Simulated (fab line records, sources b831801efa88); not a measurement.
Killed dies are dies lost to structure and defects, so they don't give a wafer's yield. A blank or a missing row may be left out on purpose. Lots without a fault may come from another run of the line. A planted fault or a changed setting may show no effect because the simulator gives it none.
Which tool did it? | flow gf180mcu | 13 lots, 39 wafers sampled, at 5 steps of a route of 602

WHAT THE GAUGES READ, wafer by wafer
GF_STI_THK_MEAS_22. Usual: STI_OXIDATION_01_THK 14.96 nm, standard deviation 0.27.
lot  | measured    | on            | STI_OXIDATION_01_THK (nm) | flag
L688 | day 2 08:29 | film_metro-01 | 14.63 14.60 14.89         |
L689 | day 2 14:39 | film_metro-03 | 15.37 15.22 15.46         |
L690 | day 2 19:22 | film_metro-01 | 15.20 15.22 15.03         |
L691 | day 3 00:26 | film_metro-03 | 14.60 14.74 14.87         |
L692 | day 3 06:12 | film_metro-03 | 14.82 14.70 14.54         |
L693 | day 3 10:26 | film_metro-03 | 14.48 14.60 14.80         |
L694 | day 3 15:56 | film_metro-04 | 15.10 14.97 15.05         |
L696 | day 4 02:41 | film_metro-01 | 14.57 14.29 14.81         |
L698 | day 4 12:19 | film_metro-03 | 14.97 15.14 14.96         |
L699 | day 4 19:57 | film_metro-01 | 14.56 14.54 14.74         |
L702 | day 5 09:36 | film_metro-03 | 14.83 14.95 14.99         |
L705 | day 6 01:17 | film_metro-01 | 14.92 14.83 14.98         |
L707 | day 6 11:08 | film_metro-03 | 15.01 15.25 15.21         |

GF_MVPSD_TW_MEAS_11. Usual: MVPSD_TW 550, standard deviation 3.3.
lot  | measured     | on            | MVPSD_TW    | flag
L688 | day 5 10:46  | film_metro-04 | 552 555 552 |
L689 | day 5 15:53  | film_metro-01 | 548 550 550 |
L690 | day 5 22:29  | film_metro-02 | 552 552 550 |
L691 | day 6 03:44  | film_metro-01 | 550 547 548 |
L692 | day 6 11:32  | film_metro-01 | 548 550 549 |
L693 | day 6 16:31  | film_metro-02 | 550 552 549 |
L694 | day 6 22:49  | film_metro-04 | 556 552 553 |
L696 | day 7 10:28  | film_metro-01 | 549 547 548 |
L698 | day 7 21:22  | film_metro-01 | 545 546 546 |
L699 | day 8 06:41  | film_metro-02 | 549 548 549 |
L702 | day 8 23:01  | film_metro-01 | 543 550 547 |
L705 | day 9 16:16  | film_metro-04 | 553 555 556 |
L707 | day 10 04:25 | film_metro-02 | 550 549 549 |

GF_VT_IMPLANT_RS_MEAS_49: measures by four-point-probe. Usual: MVPSD_RS 1169 ohm/sq, standard deviation 4.4.
lot  | measured     | on            | MVPSD_RS (ohm/sq) | flag
L688 | day 8 03:08  | film_metro-02 | 1171 1171 1170    |
L689 | day 8 10:36  | film_metro-01 | 1163 1163 1163    |
L690 | day 8 16:44  | film_metro-04 | 1171 1173 1176    |
L691 | day 8 21:23  | film_metro-04 | 1171 1172 1171    |
L692 | day 9 06:33  | film_metro-02 | 1171 1171 1174    |
L693 | day 9 13:17  | film_metro-02 | 1171 1170 1170    |
L694 | day 9 20:54  | film_metro-02 | 1172 1178 1173    |
L696 | day 10 09:25 | film_metro-01 | 1163 1163 1161    |
L698 | day 10 20:02 | film_metro-01 | 1165 1168 1166    |
L699 | day 11 07:05 | film_metro-04 | 1173 1175 1175    |
L702 | day 12 02:01 | film_metro-02 | 1172 1170 1172    |
L705 | day 12 21:39 | film_metro-02 | 1186 1186 1186    | OFF
L707 | day 13 12:47 | film_metro-04 | 1181 1184 1184    | OFF

WHICH TOOL RAN EACH LOT (tool, then ch and the chambers of the sampled wafers, then the start)
lot  | GF_MVPSD_IMPLANT_08             | GF_VT_IMPLANT_STRIP_20
L688 | implanter-02 ch 0, day 5 10:22  | plasma_asher-03 ch 0,1, day 6 18:04
L689 | implanter-03 ch 0, day 5 15:22  | plasma_asher-03 ch 0,1, day 6 23:22
L690 | implanter-03 ch 0, day 5 22:07  | plasma_asher-03 ch 0,1, day 7 06:42
L691 | implanter-03 ch 0, day 6 03:22  | plasma_asher-03 ch 0,1, day 7 11:05
L692 | implanter-03 ch 0, day 6 11:09  | plasma_asher-01 ch 0, day 7 19:37
L693 | implanter-02 ch 0, day 6 16:07  | plasma_asher-01 ch 0,1, day 8 02:19
L694 | implanter-01 ch 0, day 6 22:25  | plasma_asher-04 ch 0,1, day 8 08:58
L696 | implanter-02 ch 0, day 7 10:05  | plasma_asher-03 ch 1, day 8 20:22
L698 | implanter-02 ch 0, day 7 20:58  | plasma_asher-04 ch 0,1, day 9 07:16
L699 | implanter-01 ch 0, day 8 06:19  | plasma_asher-03 ch 0,1, day 9 17:39
L702 | implanter-03 ch 0, day 8 22:38  | plasma_asher-04 ch 0,1, day 10 11:28
L705 | implanter-03 ch 0, day 9 15:52  | plasma_asher-01 ch 0,1, day 11 05:46
L707 | implanter-03 ch 0, day 10 04:01 | plasma_asher-03 ch 0,1, day 11 18:52
- GF_MVPSD_IMPLANT_08
- GF_VT_IMPLANT_STRIP_20: strips in O2/N2.

WHAT THE TOOLS THEMSELVES READ (means of the sampled wafers that have a number; where no wafer has one, the mark that the record gives instead)
GF_MVPSD_IMPLANT_08. Usual: beam_energy_keV 170.00, standard deviation 0.053; dose_ions_cm2 1.4997e+13, standard deviation 1.6e+10.
lot  | tool         | beam_energy_keV | dose_ions_cm2 | flag
L688 | implanter-02 | 169.98          | 1.4989e+13    |
L689 | implanter-03 | 170.02          | 1.4995e+13    |
L690 | implanter-03 | 170.00          | 1.4996e+13    |
L691 | implanter-03 | 169.92          | 1.4999e+13    |
L692 | implanter-03 | 170.01          | 1.4989e+13    |
L693 | implanter-02 | 170.06          | 1.4991e+13    |
L694 | implanter-01 | 169.99          | 1.4997e+13    |
L696 | implanter-02 | 169.99          | 1.4999e+13    |
L698 | implanter-02 | 170.04          | 1.5012e+13    |
L699 | implanter-01 | 170.00          | 1.5007e+13    |
L702 | implanter-03 | 169.98          | 1.4986e+13    |
L705 | implanter-03 | 158.23          | 1.4978e+13    | OFF
L707 | implanter-03 | 158.24          | 1.4998e+13    | OFF

GF_VT_IMPLANT_STRIP_20. Usual: drypump_motor_current_A 5.52 A, standard deviation 0.16; heater_power_w 327 W, standard deviation 34; oes_product_au 0.716 a.u., standard deviation 0.0045; strip_time_to_endpoint_s 12.64 s, standard deviation 0.034.
lot  | tool            | drypump_motor_current_A (A) | heater_power_w (W) | oes_product_au (a.u.) | strip_time_to_endpoint_s (s) | flag
L688 | plasma_asher-03 | 5.66                        | 311                | 0.713                 | 12.67                        |
L689 | plasma_asher-03 | 5.65                        | 308                | 0.714                 | 12.65                        |
L690 | plasma_asher-03 | 5.58                        | 292                | 0.715                 | 12.62                        |
L691 | plasma_asher-03 | 5.65                        | 308                | 0.718                 | 12.64                        |
L692 | plasma_asher-01 | 5.58                        | 377                | 0.715                 | 12.63                        |
L693 | plasma_asher-01 | 5.37                        | 346                | 0.715                 | 12.63                        |
L694 | plasma_asher-04 | 5.59                        | 310                | 0.712                 | 12.63                        |
L696 | plasma_asher-03 | 5.52                        | 278                | 0.715                 | 12.63                        |
L698 | plasma_asher-04 | 5.57                        | 310                | 0.716                 | 12.64                        |
L699 | plasma_asher-03 | 5.65                        | 318                | 0.721                 | 12.63                        |
L702 | plasma_asher-04 | 5.54                        | 326                | 0.715                 | 12.68                        |
L705 | plasma_asher-01 | 5.47                        | 369                | 0.715                 | 12.67                        |
L707 | plasma_asher-03 | 5.58                        | 297                | 0.713                 | 12.65                        |

THE ANSWER, worked out from the rows above alone
Rule: a lot is off if the mean of its wafers that have a number lies more than 3 standard deviations from the usual mean. A lot without any number at a reading at which 4 lots or more have one is off too. The other lots that the step has rows for count as sound. The gauges are gone through in route order, then the tools' own readings, and for those a lot's mean is taken as printed above. The first step at which some lot is off is used, and at that step the reading that is off furthest; a lot without a number counts as furthest.
Off: L705, L707, at GF_VT_IMPLANT_RS_MEAS_49 (MVPSD_RS).
A tool fits if, at a process step before that reading, it ran every lot that is off, and no sound lot after the first of them. The gauges at GF_VT_IMPLANT_RS_MEAS_49 aren't tried: what is off there is off at GF_MVPSD_IMPLANT_08 too, on other tools, and a gauge's error can't cause that. One fits: implanter-03 at GF_MVPSD_IMPLANT_08. Its last sound lot is L702 (day 8 22:38), its first lot that is off L705 (day 9 15:52): a fault that began between those two fits.
The tool's own readings at GF_MVPSD_IMPLANT_08 bear it out: on the lots that are off they differ by more than 5 times the standard deviation of the sound lots' means. beam_energy_keV reads 158.24 there against 170.00 on the sound lots.

WHAT THE SIMULATOR HAD PUT IN
Process parameter drift: implanter-03, from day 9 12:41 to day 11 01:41, at GF_MVPSD_IMPLANT_08. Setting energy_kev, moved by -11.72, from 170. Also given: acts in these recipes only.
Lots struck among those shown: L705, L707. The rule above found the same.
